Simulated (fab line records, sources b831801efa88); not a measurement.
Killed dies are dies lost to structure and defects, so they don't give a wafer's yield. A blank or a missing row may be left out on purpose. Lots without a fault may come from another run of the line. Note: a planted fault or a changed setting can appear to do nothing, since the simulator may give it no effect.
Split-lot experiment -- flow sfq_line -- on a route of 325 steps: 5 lots, 10 wafers read

== THE SPLIT ITSELF ==
At SFQ_TRILAYER_I4_VIA_LITHO_COAT_108 (resist thk 62 nm), the setting spin_rpm was moved away from the recipe's 3000 rpm on 3 of the 10 wafers read, by -6.9% to +3.3%. This setting was run at the recipe's value on the other wafers.

== FROM THE SPLIT TO THE READING: what the file shows between them, 2 steps ==
- SFQ_TRILAYER_I4_VIA_LITHO_PEB_106: peb time 60 s (also split here: peb_temp_c)
- SFQ_TRILAYER_I4_VIA_LITHO_DEVELOP_105: time 60 s

== THE READING ==
etch.depth_nm (the simulator's own value, which no gauge read), in nm, at SFQ_TRILAYER_I4_VIA_BARC_OPEN_VIA_ETCH_146 (etches BARC in O2, target depth 125 nm, time 41.7 s). No usual value for it is given in the file. Average 62.00 nm, standard deviation 0.21 nm, over the 7 wafers here run with the recipe.

wafer,"tool, chamber at the split","spin_rpm as run, rpm",against the recipe,"etch.depth_nm, nm",against lot-mates on the recipe
L074.2,"litho_track-02, 0",3000,recipe,62.14,-
L074.5,"litho_track-02, 0",3099,+3.3%,61.13,-1.01
L079.1,"litho_track-02, 0",3000,recipe,62.12,-
L079.3,"litho_track-02, 0",3000,recipe,62.2,-
L079.6,"litho_track-02, 0",3000,recipe,62.18,-
L081.1,"litho_track-04, 0",3000,recipe,61.62,-
L084.5,"litho_track-02, 0",3000,recipe,61.78,-
L084.6,"litho_track-02, 0",2793,-6.9%,64.17,+2.39
L085.3,"litho_track-04, 0",3000,recipe,61.99,-
L085.5,"litho_track-04, 0",2917,-2.8%,62.96,+0.97

FIT RESULTS
A straight line over all 10 wafers: etch.depth_nm changes by -0.307 nm for each +1% of spin_rpm; r = -0.97; the points scatter about the line by 0.2 nm.
The same after taking each lot's own level away (the mean of its wafers on the recipe; 10 wafers): -0.338 nm for each +1%; r = -1.00; scatter 0.044 nm.
The reading moves by 2.3 nm for the largest change in spin_rpm, on that fit.
The span of the lots' own levels, 61.620 to 62.167 nm, comes to 2.6 times the standard deviation stated above.
The two slopes agree, so the slope changes little with the lot-to-lot level.
Check: +2.26 nm against its lot-mates is what the line predicts for one of the wafers moved furthest among these (-6.9%) when that wafer is left out of the fit. It came out at +2.39 nm against them.

== FURTHER SPLITS ON THESE WAFERS ==
Before the reading, these wafers also passed through other splits. Each is held against what the fit with the lots' levels taken away leaves over:
other split on the same wafers,wafers away from the commonest value,r with etch.depth_nm (lot level and that fit taken away)
SFQ_TRILAYER_I3_VIA_LITHO_COAT_085 spin_rpm,0,-
SFQ_TRILAYER_I3_VIA_LITHO_PEB_088 peb_temp_c,4,-0.40
SFQ_TRILAYER_M4_DEP_SPUTTER_091 time_s,0,-
SFQ_TRILAYER_M4_LITHO_PEB_096 peb_temp_c,6,+0.26
SFQ_TRILAYER_M4_BARC_OPEN_METAL_ETCH_123 time_s,2,-0.04
SFQ_TRILAYER_I4_VIA_LITHO_PEB_106 peb_temp_c,3,+0.28

== THE WHOLE CHAIN: every reading that the file lists as answering this split, in the file's order ==
step,what it does,reading,change (the file's fit),r (the file's)
SFQ_TRILAYER_I4_VIA_LITHO_COAT_108,resist thk 62 nm,"BARC_of_TRILAYER_I4_VIA_LITHO_COAT_108.thk_nm (the simulator's own value, which no gauge read)",-0.32 nm for each +1% of the setting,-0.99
SFQ_TRILAYER_I4_VIA_BARC_OPEN_VIA_ETCH_146,"etches BARC in O2, target depth 125 nm, time 41.7 s","etch.depth_nm (the simulator's own value, which no gauge read)",-0.34 nm for each +1% of the setting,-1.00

== FILE'S OWN FIT ==
etch.depth_nm changes by -0.34 nm for each +1% of spin_rpm, r = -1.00.
